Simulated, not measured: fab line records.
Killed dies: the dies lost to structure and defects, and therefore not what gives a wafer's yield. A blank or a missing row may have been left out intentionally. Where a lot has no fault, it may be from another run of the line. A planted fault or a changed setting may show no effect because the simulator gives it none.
fab line records :: flow sfqLine
record
  lots=14
  wafers=42
  lastDay=96
route steps=325 shown L0V@24 M0@35
lots untouched by any fault: they come from a run of this same line in which no faults occurred
startH: the number of hours between the record's first day and the start of the first shown wafer of the lot :: waitH: hours since the lot's step before :: " unchanged from the row above :: L1.1+2: a single row standing in for several wafers :: - no value, or no start was given :: * or withheld: withheld :: < > ~ a bound
route shown NAME@n: a module of which the file shows steps, and the number in the route of the first :: usual: mean/standard deviation of fault-free wafers :: same: alike in all rows :: chamber/n: place in a boat :: sites: each site's reading :: _std_site: the standard deviation of these :: _edge_site: outer sites' mean less inner sites' :: radiusMm: how far each site lies from the wafer's centre :: mask NAME#n: copy n :: behind: the last tool/chamber to shape the wafer :: hold: reason for holding the lot/hours on hold/outcome of the hold :: device: which transistor (n, p or np) failed to switch :: end of line: the tests these same wafers got at the end of their route :: a step given without rows: its recipe and nothing more :: killed: the dies lost at the first sort to structure and to defects; this is not the yield of the wafer :: map: a wafer's dies, marking killed ones x, the rest . and places with no die _
set.NAME: setting as actually run; set.NAME@STEP: the setting as run at that earlier step :: model.NAME: the simulator's own value behind a step, which no gauge read
a sample of lots followed through the steps of the route, with each step as a table and each wafer as a row
services: from which hour (startH, from the record's first day; less than 0 if before it) a tool's chamber was out of use, for how many hours, and why
## steps
# step SFQ_TRILAYER_L0_VIA_BARC_OPEN_VIA_ETCH_021
# recipe
  maskMaterial=PR
  chemistry=O2
  targetDepthNm=125
  target=BARC
  sourceW=500
  biasW=80
  pressureMtorr=30
  timeS=41.7
# usual
  biasW=80.00/0.22
  chamberPressureMTorr=29.999/0.028
  drypumpMotorCurrentA=6.0/0.38
  oesProductAu=0.685/0.0045
lot.wafer: L279.1
tool: rieDiel-03
chamber: 2
startH: 178.96
waitH: 0.0
biasW: 80.16
chamberPressureMTorr: 29.938
drypumpMotorCurrentA: 6.5
oesProductAu: 0.686
rfHoursCounterH: 29

lot.wafer: L279.5
tool: rieDiel-03
chamber: 3
startH: 178.96
waitH: 0.0
biasW: 79.91
chamberPressureMTorr: 30.024
drypumpMotorCurrentA: 6.2
oesProductAu: 0.686
rfHoursCounterH: -

lot.wafer: L279.6
tool: rieDiel-03
chamber: 2
startH: 178.96
waitH: 0.0
biasW: 80.16
chamberPressureMTorr: 29.987
drypumpMotorCurrentA: 6.5
oesProductAu: 0.679
rfHoursCounterH: -

lot.wafer: L280.2
tool: rieDiel-03
chamber: 2
startH: 186.16
waitH: 0.0
biasW: 80.41
chamberPressureMTorr: 29.994
drypumpMotorCurrentA: 6.5
oesProductAu: 0.681
rfHoursCounterH: 29

lot.wafer: L280.3
tool: rieDiel-03
chamber: 3
startH: 186.16
waitH: 0.0
biasW: 79.65
chamberPressureMTorr: 29.978
drypumpMotorCurrentA: 6.3
oesProductAu: 0.688
rfHoursCounterH: 108

lot.wafer: L280.4
tool: rieDiel-03
chamber: 1
startH: 186.16
waitH: 0.0
biasW: 79.93
chamberPressureMTorr: 30.057
drypumpMotorCurrentA: 5.5
oesProductAu: 0.684
rfHoursCounterH: 80

lot.wafer: L281.1
tool: rieDiel-02
chamber: 3
startH: 192.16
waitH: 0.0
biasW: 80.32
chamberPressureMTorr: 29.994
drypumpMotorCurrentA: 6.4
oesProductAu: 0.685
rfHoursCounterH: 69

lot.wafer: L281.2
tool: rieDiel-02
chamber: 2
startH: 192.16
waitH: 0.0
biasW: 79.78
chamberPressureMTorr: 29.964
drypumpMotorCurrentA: 6.3
oesProductAu: 0.683
rfHoursCounterH: 33

lot.wafer: L281.5
tool: rieDiel-02
chamber: 0
startH: 192.16
waitH: 0.0
biasW: 80.03
chamberPressureMTorr: 29.976
drypumpMotorCurrentA: 6.1
oesProductAu: 0.680
rfHoursCounterH: -

lot.wafer: L283.1
tool: rieDiel-03
chamber: 0
startH: 206.56
waitH: 0.0
biasW: 79.88
chamberPressureMTorr: 30.003
drypumpMotorCurrentA: 6.4
oesProductAu: 0.683
rfHoursCounterH: 9

lot.wafer: L283.4
tool: rieDiel-03
chamber: 1
startH: 206.56
waitH: 0.0
biasW: 80.16
chamberPressureMTorr: 29.935
drypumpMotorCurrentA: 5.4
oesProductAu: 0.687
rfHoursCounterH: 80

lot.wafer: L283.6
tool: rieDiel-03
chamber: 1
startH: 206.56
waitH: 0.0
biasW: 79.88
chamberPressureMTorr: 29.976
drypumpMotorCurrentA: 5.4
oesProductAu: 0.686
rfHoursCounterH: -

lot.wafer: L284.3
tool: rieDiel-03
chamber: 2
startH: 214.30
waitH: 0.0
biasW: 80.23
chamberPressureMTorr: 30.008
drypumpMotorCurrentA: 6.5
oesProductAu: 0.683
rfHoursCounterH: 29

lot.wafer: L284.4
tool: rieDiel-03
chamber: 1
startH: 214.30
waitH: 0.0
biasW: 80.09
chamberPressureMTorr: 30.011
drypumpMotorCurrentA: 5.5
oesProductAu: 0.682
rfHoursCounterH: 80

lot.wafer: L284.6
tool: rieDiel-03
chamber: 2
startH: 214.30
waitH: 0.0
biasW: 80.17
chamberPressureMTorr: 29.980
drypumpMotorCurrentA: 6.5
oesProductAu: 0.683
rfHoursCounterH: -

lot.wafer: L286.4
tool: rieDiel-04
chamber: 1
startH: 228.70
waitH: 0.0
biasW: 79.95
chamberPressureMTorr: 30.009
drypumpMotorCurrentA: 5.3
oesProductAu: 0.686
rfHoursCounterH: 40

lot.wafer: L286.5
tool: rieDiel-04
chamber: 3
startH: 228.70
waitH: 0.0
biasW: 79.74
chamberPressureMTorr: 29.973
drypumpMotorCurrentA: 5.6
oesProductAu: 0.682
rfHoursCounterH: -

lot.wafer: L286.6
tool: rieDiel-04
chamber: 0
startH: 228.70
waitH: 0.0
biasW: 80.26
chamberPressureMTorr: 29.959
drypumpMotorCurrentA: 6.0
oesProductAu: 0.688
rfHoursCounterH: -

lot.wafer: L287.1
tool: rieDiel-04
chamber: 0
startH: 234.70
waitH: 0.0
biasW: 79.85
chamberPressureMTorr: 29.999
drypumpMotorCurrentA: 6.0
oesProductAu: 0.683
rfHoursCounterH: 84

lot.wafer: L287.4
tool: rieDiel-04
chamber: 3
startH: 234.70
waitH: 0.0
biasW: 79.87
chamberPressureMTorr: 29.995
drypumpMotorCurrentA: 5.5
oesProductAu: 0.683
rfHoursCounterH: 2

lot.wafer: L287.6
tool: rieDiel-04
chamber: 0
startH: 234.70
waitH: 0.0
biasW: 80.31
chamberPressureMTorr: 29.986
drypumpMotorCurrentA: 6.0
oesProductAu: 0.677
rfHoursCounterH: -

lot.wafer: L288.2
tool: rieDiel-03
chamber: 0
startH: 238.30
waitH: 0.0
biasW: 80.15
chamberPressureMTorr: 29.957
drypumpMotorCurrentA: 6.4
oesProductAu: 0.684
rfHoursCounterH: 9

lot.wafer: L288.5
tool: rieDiel-03
chamber: 1
startH: 238.30
waitH: 0.0
biasW: 79.87
chamberPressureMTorr: 30.020
drypumpMotorCurrentA: 5.5
oesProductAu: 0.684
rfHoursCounterH: -

lot.wafer: L288.6
tool: rieDiel-03
chamber: 0
startH: 238.30
waitH: 0.0
biasW: 80.16
chamberPressureMTorr: 30.001
drypumpMotorCurrentA: 6.4
oesProductAu: 0.689
rfHoursCounterH: -

lot.wafer: L289.1
tool: rieDiel-02
chamber: 2
startH: 244.85
waitH: 0.0
biasW: 79.98
chamberPressureMTorr: 29.976
drypumpMotorCurrentA: 6.3
oesProductAu: 0.679
rfHoursCounterH: 33

lot.wafer: L289.3
tool: rieDiel-02
chamber: 0
startH: 244.85
waitH: 0.0
biasW: 80.13
chamberPressureMTorr: 30.005
drypumpMotorCurrentA: 6.1
oesProductAu: 0.686
rfHoursCounterH: 109

lot.wafer: L289.4
tool: rieDiel-02
chamber: 1
startH: 244.85
waitH: 0.0
biasW: 80.03
chamberPressureMTorr: 29.973
drypumpMotorCurrentA: 5.7
oesProductAu: 0.675
rfHoursCounterH: 1

lot.wafer: L294.1
tool: rieDiel-03
chamber: 2
startH: 278.61
waitH: 0.0
biasW: -
chamberPressureMTorr: -
drypumpMotorCurrentA: -
oesProductAu: -
rfHoursCounterH: -

lot.wafer: L294.2
tool: rieDiel-03
chamber: 3
startH: 278.61
waitH: 0.0
biasW: -
chamberPressureMTorr: -
drypumpMotorCurrentA: -
oesProductAu: -
rfHoursCounterH: -

lot.wafer: L294.4
tool: rieDiel-03
chamber: 1
startH: 278.61
waitH: 0.0
biasW: -
chamberPressureMTorr: -
drypumpMotorCurrentA: -
oesProductAu: -
rfHoursCounterH: -

lot.wafer: L295.1
tool: rieDiel-04
chamber: 2
startH: 288.05
waitH: 0.0
biasW: -
chamberPressureMTorr: -
drypumpMotorCurrentA: -
oesProductAu: -
rfHoursCounterH: -

lot.wafer: L295.2
tool: rieDiel-04
chamber: 1
startH: 288.05
waitH: 0.0
biasW: -
chamberPressureMTorr: -
drypumpMotorCurrentA: -
oesProductAu: -
rfHoursCounterH: -

lot.wafer: L295.6
tool: rieDiel-04
chamber: 3
startH: 288.05
waitH: 0.0
biasW: -
chamberPressureMTorr: -
drypumpMotorCurrentA: -
oesProductAu: -
rfHoursCounterH: -

lot.wafer: L298.3
tool: rieDiel-03
chamber: 2
startH: 319.48
waitH: 0.0
biasW: 80.45
chamberPressureMTorr: 30.039
drypumpMotorCurrentA: 6.5
oesProductAu: 0.687
rfHoursCounterH: 31

lot.wafer: L298.5
tool: rieDiel-03
chamber: 2
startH: 319.48
waitH: 0.0
biasW: 79.95
chamberPressureMTorr: 30.016
drypumpMotorCurrentA: 6.5
oesProductAu: 0.685
rfHoursCounterH: -

lot.wafer: L298.6
tool: rieDiel-03
chamber: 0
startH: 319.48
waitH: 0.0
biasW: 80.05
chamberPressureMTorr: 29.929
drypumpMotorCurrentA: 6.4
oesProductAu: 0.682
rfHoursCounterH: -

lot.wafer: L300.4
tool: rieDiel-04
chamber: 3
startH: 327.88
waitH: 0.0
biasW: 79.95
chamberPressureMTorr: 30.029
drypumpMotorCurrentA: 5.6
oesProductAu: 0.685
rfHoursCounterH: 3

lot.wafer: L300.5
tool: rieDiel-04
chamber: 3
startH: 327.88
waitH: 0.0
biasW: 79.75
chamberPressureMTorr: 29.973
drypumpMotorCurrentA: 5.6
oesProductAu: 0.684
rfHoursCounterH: -

lot.wafer: L300.6
tool: rieDiel-04
chamber: 0
startH: 327.88
waitH: 0.0
biasW: 80.00
chamberPressureMTorr: 29.968
drypumpMotorCurrentA: 6.0
oesProductAu: 0.685
rfHoursCounterH: -

lot.wafer: L301.2
tool: rieDiel-02
chamber: 2
startH: 335.21
waitH: 0.0
biasW: 80.07
chamberPressureMTorr: 30.004
drypumpMotorCurrentA: 6.3
oesProductAu: 0.690
rfHoursCounterH: 35

lot.wafer: L301.5
tool: rieDiel-02
chamber: 0
startH: 335.21
waitH: 0.0
biasW: 79.98
chamberPressureMTorr: 30.026
drypumpMotorCurrentA: 6.1
oesProductAu: 0.676
rfHoursCounterH: -

lot.wafer: L301.6
tool: rieDiel-02
chamber: 1
startH: 335.21
waitH: 0.0
biasW: 79.78
chamberPressureMTorr: 29.946
drypumpMotorCurrentA: 5.7
oesProductAu: 0.688
rfHoursCounterH: -
# step SFQ_TRILAYER_L0_VIA_ETCH_VIA_ETCH_016
# recipe
  target=SiO2
  stopOn=MoNx_KI
  maskMaterial=PR
  chemistry=CHF3
  targetDepthNm=80
  sourceW=500
  biasW=77.99
  pressureMtorr=30
  timeS=withheld
# usual
  biasW=78.00/0.23
  chamberPressureMTorr=30.002/0.024
  drypumpMotorCurrentA=6.0/0.38
  oesProductAu=0.837/0.0073
lot.wafer: L279.1
tool: rieDiel-03
chamber: 2
startH: 179.00
waitH: 0.0
biasW: 77.66
chamberPressureMTorr: 30.012
drypumpMotorCurrentA: 6.5
oesProductAu: 0.829

lot.wafer: L279.5
tool: rieDiel-03
chamber: 3
startH: 179.00
waitH: 0.0
biasW: 77.75
chamberPressureMTorr: 29.996
drypumpMotorCurrentA: 6.2
oesProductAu: 0.837

lot.wafer: L279.6
tool: rieDiel-03
chamber: 2
startH: 179.00
waitH: 0.0
biasW: 77.57
chamberPressureMTorr: 29.968
drypumpMotorCurrentA: 6.5
oesProductAu: 0.841

lot.wafer: L280.2
tool: rieDiel-03
chamber: 2
startH: 186.20
waitH: 0.0
biasW: 77.72
chamberPressureMTorr: 29.994
drypumpMotorCurrentA: 6.5
oesProductAu: 0.824

lot.wafer: L280.3
tool: rieDiel-03
chamber: 3
startH: 186.20
waitH: 0.0
biasW: 78.35
chamberPressureMTorr: 29.987
drypumpMotorCurrentA: 6.2
oesProductAu: 0.830

lot.wafer: L280.4
tool: rieDiel-03
chamber: 1
startH: 186.20
waitH: 0.0
biasW: 78.19
chamberPressureMTorr: 29.995
drypumpMotorCurrentA: 5.5
oesProductAu: 0.841

lot.wafer: L281.1
tool: rieDiel-02
chamber: 3
startH: 192.20
waitH: 0.0
biasW: 78.13
chamberPressureMTorr: 30.019
drypumpMotorCurrentA: 6.4
oesProductAu: 0.838

lot.wafer: L281.2
tool: rieDiel-02
chamber: 2
startH: 192.20
waitH: 0.0
biasW: 78.05
chamberPressureMTorr: 30.009
drypumpMotorCurrentA: 6.3
oesProductAu: 0.829

lot.wafer: L281.5
tool: rieDiel-02
chamber: 0
startH: 192.20
waitH: 0.0
biasW: 78.15
chamberPressureMTorr: 29.968
drypumpMotorCurrentA: 6.1
oesProductAu: 0.836

lot.wafer: L283.1
tool: rieDiel-03
chamber: 0
startH: 206.60
waitH: 0.0
biasW: 77.93
chamberPressureMTorr: 29.972
drypumpMotorCurrentA: 6.4
oesProductAu: 0.833

lot.wafer: L283.4
tool: rieDiel-03
chamber: 1
startH: 206.60
waitH: 0.0
biasW: 78.02
chamberPressureMTorr: 29.988
drypumpMotorCurrentA: 5.5
oesProductAu: 0.849

lot.wafer: L283.6
tool: rieDiel-03
chamber: 1
startH: 206.60
waitH: 0.0
biasW: 78.12
chamberPressureMTorr: 30.020
drypumpMotorCurrentA: 5.5
oesProductAu: 0.842

lot.wafer: L284.3
tool: rieDiel-03
chamber: 2
startH: 214.34
waitH: 0.0
biasW: 78.57
chamberPressureMTorr: 29.981
drypumpMotorCurrentA: 6.5
oesProductAu: 0.834

lot.wafer: L284.4
tool: rieDiel-03
chamber: 1
startH: 214.34
waitH: 0.0
biasW: 77.96
chamberPressureMTorr: 30.031
drypumpMotorCurrentA: 5.4
oesProductAu: 0.835

lot.wafer: L284.6
tool: rieDiel-03
chamber: 2
startH: 214.34
waitH: 0.0
biasW: 78.21
chamberPressureMTorr: 30.009
drypumpMotorCurrentA: 6.5
oesProductAu: 0.840

lot.wafer: L286.4
tool: rieDiel-04
chamber: 1
startH: 228.74
waitH: 0.0
biasW: 77.99
chamberPressureMTorr: 29.967
drypumpMotorCurrentA: 5.3
oesProductAu: 0.837

lot.wafer: L286.5
tool: rieDiel-04
chamber: 3
startH: 228.74
waitH: 0.0
biasW: 77.92
chamberPressureMTorr: 29.963
drypumpMotorCurrentA: 5.6
oesProductAu: 0.843

lot.wafer: L286.6
tool: rieDiel-04
chamber: 0
startH: 228.74
waitH: 0.0
biasW: 77.81
chamberPressureMTorr: 29.986
drypumpMotorCurrentA: 6.0
oesProductAu: 0.845

lot.wafer: L287.1
tool: rieDiel-04
chamber: 0
startH: 234.74
waitH: 0.0
biasW: 78.23
chamberPressureMTorr: 29.950
drypumpMotorCurrentA: 6.0
oesProductAu: 0.834

lot.wafer: L287.4
tool: rieDiel-04
chamber: 3
startH: 234.74
waitH: 0.0
biasW: 78.24
chamberPressureMTorr: 30.019
drypumpMotorCurrentA: 5.6
oesProductAu: 0.838

lot.wafer: L287.6
tool: rieDiel-04
chamber: 0
startH: 234.74
waitH: 0.0
biasW: 78.00
chamberPressureMTorr: 30.004
drypumpMotorCurrentA: 6.0
oesProductAu: 0.838

lot.wafer: L288.2
tool: rieDiel-03
chamber: 0
startH: 238.34
waitH: 0.0
biasW: 77.45
chamberPressureMTorr: 29.985
drypumpMotorCurrentA: 6.4
oesProductAu: 0.850

lot.wafer: L288.5
tool: rieDiel-03
chamber: 1
startH: 238.34
waitH: 0.0
biasW: 78.34
chamberPressureMTorr: 29.976
drypumpMotorCurrentA: 5.5
oesProductAu: 0.845

lot.wafer: L288.6
tool: rieDiel-03
chamber: 0
startH: 238.34
waitH: 0.0
biasW: 77.61
chamberPressureMTorr: 30.035
drypumpMotorCurrentA: 6.4
oesProductAu: 0.840

lot.wafer: L289.1
tool: rieDiel-02
chamber: 2
startH: 244.89
waitH: 0.0
biasW: 78.20
chamberPressureMTorr: 30.017
drypumpMotorCurrentA: 6.2
oesProductAu: 0.834

lot.wafer: L289.3
tool: rieDiel-02
chamber: 0
startH: 244.89
waitH: 0.0
biasW: 78.18
chamberPressureMTorr: 30.006
drypumpMotorCurrentA: 6.1
oesProductAu: 0.829

lot.wafer: L289.4
tool: rieDiel-02
chamber: 1
startH: 244.89
waitH: 0.0
biasW: 78.15
chamberPressureMTorr: 29.991
drypumpMotorCurrentA: 5.7
oesProductAu: 0.842

lot.wafer: L294.1
tool: rieDiel-03
chamber: 2
startH: 278.65
waitH: 0.0
biasW: 77.88
chamberPressureMTorr: 30.003
drypumpMotorCurrentA: 6.5
oesProductAu: 0.377

lot.wafer: L294.2
tool: rieDiel-03
chamber: 3
startH: 278.65
waitH: 0.0
biasW: 77.75
chamberPressureMTorr: 30.041
drypumpMotorCurrentA: 6.2
oesProductAu: 0.375

lot.wafer: L294.4
tool: rieDiel-03
chamber: 1
startH: 278.65
waitH: 0.0
biasW: 77.92
chamberPressureMTorr: 29.993
drypumpMotorCurrentA: 5.5
oesProductAu: 0.368

lot.wafer: L295.1
tool: rieDiel-04
chamber: 2
startH: 288.09
waitH: 0.0
biasW: 78.33
chamberPressureMTorr: 30.061
drypumpMotorCurrentA: 6.2
oesProductAu: 0.371

lot.wafer: L295.2
tool: rieDiel-04
chamber: 1
startH: 288.09
waitH: 0.0
biasW: 78.02
chamberPressureMTorr: 30.036
drypumpMotorCurrentA: 5.3
oesProductAu: 0.377

lot.wafer: L295.6
tool: rieDiel-04
chamber: 3
startH: 288.09
waitH: 0.0
biasW: 78.15
chamberPressureMTorr: 30.002
drypumpMotorCurrentA: 5.6
oesProductAu: 0.372

lot.wafer: L298.3
tool: rieDiel-03
chamber: 2
startH: 319.52
waitH: 0.0
biasW: 78.01
chamberPressureMTorr: 30.034
drypumpMotorCurrentA: 6.5
oesProductAu: 0.834

lot.wafer: L298.5
tool: rieDiel-03
chamber: 2
startH: 319.52
waitH: 0.0
biasW: 77.89
chamberPressureMTorr: 29.966
drypumpMotorCurrentA: 6.5
oesProductAu: 0.850

lot.wafer: L298.6
tool: rieDiel-03
chamber: 0
startH: 319.52
waitH: 0.0
biasW: 78.09
chamberPressureMTorr: 30.012
drypumpMotorCurrentA: 6.4
oesProductAu: 0.852

lot.wafer: L300.4
tool: rieDiel-04
chamber: 3
startH: 327.92
waitH: 0.0
biasW: 78.39
chamberPressureMTorr: 29.999
drypumpMotorCurrentA: 5.6
oesProductAu: 0.847

lot.wafer: L300.5
tool: rieDiel-04
chamber: 3
startH: 327.92
waitH: 0.0
biasW: 78.23
chamberPressureMTorr: 29.998
drypumpMotorCurrentA: 5.5
oesProductAu: 0.841

lot.wafer: L300.6
tool: rieDiel-04
chamber: 0
startH: 327.92
waitH: 0.0
biasW: 77.67
chamberPressureMTorr: 30.013
drypumpMotorCurrentA: 6.0
oesProductAu: 0.838

lot.wafer: L301.2
tool: rieDiel-02
chamber: 2
startH: 335.25
waitH: 0.0
biasW: 78.02
chamberPressureMTorr: 30.031
drypumpMotorCurrentA: 6.3
oesProductAu: 0.832

lot.wafer: L301.5
tool: rieDiel-02
chamber: 0
startH: 335.25
waitH: 0.0
biasW: 77.95
chamberPressureMTorr: 29.944
drypumpMotorCurrentA: 6.1
oesProductAu: 0.836

lot.wafer: L301.6
tool: rieDiel-02
chamber: 1
startH: 335.25
waitH: 0.0
biasW: 77.87
chamberPressureMTorr: 30.009
drypumpMotorCurrentA: 5.7
oesProductAu: 0.843
# step SFQ_TRILAYER_M0_LITHO_EXPOSE_022
# recipe
  maskId=M0
  na=0.6
  sourceShape=conventional
  sigmaOuter=0.65
  targetCdNm=500
  doseMj=14.4
# usual
  exposureDoseMJCm2=14.402/0.014
  focusOffsetNm=0.1/0.48
lot.wafer: L279.1
tool: krfScanner-01
chamber: 0
startH: 272.12
waitH: -
mask: M0#0
exposureDoseMJCm2: 14.418
focusOffsetNm: 0.3

lot.wafer: L279.5
tool: krfScanner-01
chamber: 0
startH: 272.12
waitH: -
mask: M0#0
exposureDoseMJCm2: 14.416
focusOffsetNm: -0.1

lot.wafer: L279.6
tool: krfScanner-01
chamber: 0
startH: 272.12
waitH: -
mask: M0#0
exposureDoseMJCm2: 14.408
focusOffsetNm: 0.1

lot.wafer: L280.2
tool: krfScanner-01
chamber: 0
startH: 281.92
waitH: -
mask: M0#0
exposureDoseMJCm2: 14.395
focusOffsetNm: -0.4

lot.wafer: L280.3
tool: krfScanner-01
chamber: 0
startH: 281.92
waitH: -
mask: M0#0
exposureDoseMJCm2: 14.402
focusOffsetNm: 0.8

lot.wafer: L280.4
tool: krfScanner-01
chamber: 0
startH: 281.92
waitH: -
mask: M0#0
exposureDoseMJCm2: 14.389
focusOffsetNm: 0.2

lot.wafer: L281.1
tool: krfScanner-01
chamber: 0
startH: 291.32
waitH: -
mask: M0#0
exposureDoseMJCm2: 14.416
focusOffsetNm: 0.4

lot.wafer: L281.2
tool: krfScanner-01
chamber: 0
startH: 291.32
waitH: -
mask: M0#0
exposureDoseMJCm2: 14.404
focusOffsetNm: 0.0

lot.wafer: L281.5
tool: krfScanner-01
chamber: 0
startH: 291.32
waitH: -
mask: M0#0
exposureDoseMJCm2: 14.391
focusOffsetNm: 0.1

lot.wafer: L283.1
tool: krfScanner-02
chamber: 0
startH: 315.55
waitH: -
mask: M0#0
exposureDoseMJCm2: 14.407
focusOffsetNm: 0.7

lot.wafer: L283.4
tool: krfScanner-02
chamber: 0
startH: 315.55
waitH: -
mask: M0#0
exposureDoseMJCm2: 14.407
focusOffsetNm: 0.0

lot.wafer: L283.6
tool: krfScanner-02
chamber: 0
startH: 315.55
waitH: -
mask: M0#0
exposureDoseMJCm2: 14.386
focusOffsetNm: 0.7

lot.wafer: L284.3
tool: krfScanner-02
chamber: 0
startH: 324.35
waitH: -
mask: M0#0
exposureDoseMJCm2: 14.402
focusOffsetNm: 1.0

lot.wafer: L284.4
tool: krfScanner-02
chamber: 0
startH: 324.35
waitH: -
mask: M0#0
exposureDoseMJCm2: 14.400
focusOffsetNm: 0.2

lot.wafer: L284.6
tool: krfScanner-02
chamber: 0
startH: 324.35
waitH: -
mask: M0#0
exposureDoseMJCm2: 14.416
focusOffsetNm: 1.0

lot.wafer: L286.4
tool: krfScanner-01
chamber: 0
startH: 347.47
waitH: -
mask: M0#0
exposureDoseMJCm2: 14.407
focusOffsetNm: 0.1

lot.wafer: L286.5
tool: krfScanner-01
chamber: 0
startH: 347.47
waitH: -
mask: M0#0
exposureDoseMJCm2: 14.388
focusOffsetNm: -0.1

lot.wafer: L286.6
tool: krfScanner-01
chamber: 0
startH: 347.47
waitH: -
mask: M0#0
exposureDoseMJCm2: 14.411
focusOffsetNm: 0.2

lot.wafer: L287.1
tool: krfScanner-01
chamber: 0
startH: 355.27
waitH: -
mask: M0#0
exposureDoseMJCm2: 14.407
focusOffsetNm: 0.7

lot.wafer: L287.4
tool: krfScanner-01
chamber: 0
startH: 355.27
waitH: -
mask: M0#0
exposureDoseMJCm2: 14.396
focusOffsetNm: 0.0

lot.wafer: L287.6
tool: krfScanner-01
chamber: 0
startH: 355.27
waitH: -
mask: M0#0
exposureDoseMJCm2: 14.410
focusOffsetNm: -0.6

lot.wafer: L288.2
tool: krfScanner-01
chamber: 0
startH: 359.07
waitH: -
mask: M0#0
exposureDoseMJCm2: 14.415
focusOffsetNm: -0.1

lot.wafer: L288.5
tool: krfScanner-01
chamber: 0
startH: 359.07
waitH: -
mask: M0#0
exposureDoseMJCm2: 14.448
focusOffsetNm: 0.6

lot.wafer: L288.6
tool: krfScanner-01
chamber: 0
startH: 359.07
waitH: -
mask: M0#0
exposureDoseMJCm2: 14.425
focusOffsetNm: 1.1

lot.wafer: L289.1
tool: krfScanner-01
chamber: 0
startH: 368.47
waitH: -
mask: M0#0
exposureDoseMJCm2: 14.413
focusOffsetNm: 0.1

lot.wafer: L289.3
tool: krfScanner-01
chamber: 0
startH: 368.47
waitH: -
mask: M0#0
exposureDoseMJCm2: 14.408
focusOffsetNm: 0.0

lot.wafer: L289.4
tool: krfScanner-01
chamber: 0
startH: 368.47
waitH: -
mask: M0#0
exposureDoseMJCm2: 14.416
focusOffsetNm: 0.3

lot.wafer: L294.1
tool: krfScanner-02
chamber: -
startH: 407.00
waitH: -
mask: M0#0
exposureDoseMJCm2: -
focusOffsetNm: -

lot.wafer: L294.2
tool: krfScanner-02
chamber: -
startH: 407.00
waitH: -
mask: M0#0
exposureDoseMJCm2: -
focusOffsetNm: -

lot.wafer: L294.4
tool: krfScanner-02
chamber: -
startH: 407.00
waitH: -
mask: M0#0
exposureDoseMJCm2: -
focusOffsetNm: -

lot.wafer: L295.1
tool: krfScanner-02
chamber: -
startH: 415.40
waitH: -
mask: M0#0
exposureDoseMJCm2: -
focusOffsetNm: -

lot.wafer: L295.2
tool: krfScanner-02
chamber: -
startH: 415.40
waitH: -
mask: M0#0
exposureDoseMJCm2: -
focusOffsetNm: -

lot.wafer: L295.6
tool: krfScanner-02
chamber: -
startH: 415.40
waitH: -
mask: M0#0
exposureDoseMJCm2: -
focusOffsetNm: -

lot.wafer: L298.3
tool: krfScanner-01
chamber: 0
startH: 459.12
waitH: -
mask: M0#0
exposureDoseMJCm2: 14.371
focusOffsetNm: 0.1

lot.wafer: L298.5
tool: krfScanner-01
chamber: 0
startH: 459.12
waitH: -
mask: M0#0
exposureDoseMJCm2: 14.374
focusOffsetNm: 0.5

lot.wafer: L298.6
tool: krfScanner-01
chamber: 0
startH: 459.12
waitH: -
mask: M0#0
exposureDoseMJCm2: 14.415
focusOffsetNm: 0.4

lot.wafer: L300.4
tool: krfScanner-02
chamber: 0
startH: 472.23
waitH: -
mask: M0#0
exposureDoseMJCm2: 14.390
focusOffsetNm: 0.2

lot.wafer: L300.5
tool: krfScanner-02
chamber: 0
startH: 472.23
waitH: -
mask: M0#0
exposureDoseMJCm2: 14.416
focusOffsetNm: 0.7

lot.wafer: L300.6
tool: krfScanner-02
chamber: 0
startH: 472.23
waitH: -
mask: M0#0
exposureDoseMJCm2: 14.388
focusOffsetNm: 0.7

lot.wafer: L301.2
tool: krfScanner-02
chamber: 0
startH: 479.03
waitH: -
mask: M0#0
exposureDoseMJCm2: 14.418
focusOffsetNm: -0.4

lot.wafer: L301.5
tool: krfScanner-02
chamber: 0
startH: 479.03
waitH: -
mask: M0#0
exposureDoseMJCm2: 14.413
focusOffsetNm: 0.6

lot.wafer: L301.6
tool: krfScanner-02
chamber: 0
startH: 479.03
waitH: -
mask: M0#0
exposureDoseMJCm2: 14.434
focusOffsetNm: -0.4
## services
tool: krfScanner-02
chamber: -
startH: 160.03
hours: 0.8
kind: pm

tool: krfScanner-02
chamber: -
startH: 180.81
hours: 0.9
kind: repair

tool: krfScanner-02
chamber: -
startH: 188.96
hours: 1.0
kind: pm

tool: krfScanner-01
chamber: -
startH: 207.43
hours: 1.0
kind: pm

tool: rieDiel-04
chamber: -
startH: 214.95
hours: 0.7
kind: repair

tool: krfScanner-01
chamber: -
startH: 234.96
hours: 3.6
kind: pm

tool: krfScanner-02
chamber: -
startH: 241.56
hours: 1.3
kind: pm

tool: rieDiel-04
chamber: -
startH: 292.26
hours: 0.7
kind: repair

tool: krfScanner-01
chamber: -
startH: 292.52
hours: 0.8
kind: pm

tool: rieDiel-02
chamber: 2
startH: 305.36
hours: 7.7
kind: repair

tool: krfScanner-01
chamber: -
startH: 315.34
hours: 1.3
kind: pm

tool: rieDiel-03
chamber: 1
startH: 316.88
hours: 19.2
kind: repair

tool: krfScanner-02
chamber: -
startH: 328.75
hours: 0.8
kind: pm

tool: rieDiel-04
chamber: 0
startH: 329.56
hours: 18.4
kind: repair

tool: rieDiel-03
chamber: -
startH: 335.46
hours: 2.8
kind: pm

tool: krfScanner-02
chamber: -
startH: 357.18
hours: 1.0
kind: pm

tool: rieDiel-03
chamber: -
startH: 360.78
hours: 0.9
kind: repair

tool: krfScanner-02
chamber: -
startH: 362.90
hours: 2.6
kind: repair

tool: rieDiel-02
chamber: 2
startH: 368.15
hours: 7.0
kind: repair

tool: krfScanner-01
chamber: -
startH: 376.87
hours: 1.0
kind: pm

tool: krfScanner-01
chamber: -
startH: 396.34
hours: 8.0
kind: repair

tool: rieDiel-03
chamber: 2
startH: 431.58
hours: 15.2
kind: repair

tool: krfScanner-01
chamber: -
startH: 461.12
hours: 0.8
kind: pm

tool: rieDiel-04
chamber: 2
startH: 478.90
hours: 6.0
kind: repair
## key
firstSign
  step=SFQ_TRILAYER_L0_VIA_BARC_OPEN_VIA_ETCH_021
  reading=toolRecord
  direction=missing
effect
  step=SFQ_TRILAYER_L0_VIA_ETCH_VIA_ETCH_016
  reading=oesProductAu
  direction=down
  sigmas=64
  usual=0.837
  struck=0.373
effect
  step=SFQ_TRILAYER_M0_LITHO_EXPOSE_022
  reading=toolRecord
  direction=missing
metAt SFQ_TRILAYER_L0_VIA_BARC_OPEN_VIA_ETCH_021
struckLots L294,L295
onsetBetween 238.30 278.61
fault
  kind=skippedStepWhole
  tool=rieDiel-03,rieDiel-04
  chamber=-
  onsetH=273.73
  steps=SFQ_TRILAYER_L0_VIA_BARC_OPEN_VIA_ETCH_021
  scope=struckLotsOnly
